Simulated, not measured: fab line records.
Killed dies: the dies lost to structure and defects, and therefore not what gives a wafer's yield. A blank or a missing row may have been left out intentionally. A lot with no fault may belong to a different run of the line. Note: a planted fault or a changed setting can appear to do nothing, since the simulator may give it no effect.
One fault seen from 2 desks	flow sky130	each desk has only its own numbers; what lay behind them comes last

## AT THE METROLOGY DESK
Lot by lot, what the gauges showed, no matter which tool ran the lot: averages of those sampled wafers that carry a number. If a lot's mean is further than 4 standard deviations from the usual mean, the lot is out of limits and carries the mark OUT (the distance appears in the brackets).
Columns: A = PWDE_TW at SKY_PWDE_TW_MEAS_10, usual 373; B = NWELL_00_OVL at SKY_NWELL_OVL_MEAS_10, usual -0.1 nm
lot	first seen here	A	B
L970	day 4 18:05	376	-1.0
L975	day 5 17:45	369	-1.1
L976	day 5 22:43	377	0.4
L983	day 7 13:43	377	-0.6
L988	day 8 21:56	374	0.6
L990	day 9 07:20	370	2.3
Finding of this desk: none of the 6 lots has anything out of limits.

## DESK OF THE TOOL OWNER: implanter-02
The tool's own readings at SKY_NWELL_IMPLANT_12, given as means over the sampled wafers that have a number, one for each lot that went through this tool. If a lot's mean is further than 4 standard deviations from the usual mean, the lot is out of limits and carries the mark OUT (the distance appears in the brackets).
Columns: A = beam-energy-keV at SKY_NWELL_IMPLANT_12, usual 120.01; B = beam-on-s at SKY_NWELL_IMPLANT_12, usual 10.01 s
lot	first seen here	A	B
L970	day 5 11:39	120.01	9.99
L976	day 6 18:10	120.03	10.04
L988	day 9 18:55	111.77 (-99 or more) OUT	9.80
L990	day 10 04:28	111.74 (-99 or more) OUT	10.22
This desk finds L988, L990 out of limits, L988 being first, at day 9 18:55 (beam-energy-keV at SKY_NWELL_IMPLANT_12). Within limits: L970, L976.

## PUT TOGETHER
The tool owner's desk could have raised an alarm at day 9 18:55, on L988, L990.
Nothing out of limits was seen by the metrology desk.
The metrology desk has L988, L990 on record, within its limits.
The lots listed all ran SKY_NWELL_IMPLANT_12 on implanter-02.

## WHAT WAS PUT IN BY THE SIMULATOR
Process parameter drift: implanter-02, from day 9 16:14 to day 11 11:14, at SKY_NWELL_IMPLANT_12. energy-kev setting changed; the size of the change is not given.
Shown lots that were struck: L988, L990.
Delay in hours, fault start to first out-of-limits reading, by desk: the tool owner's desk at 3.
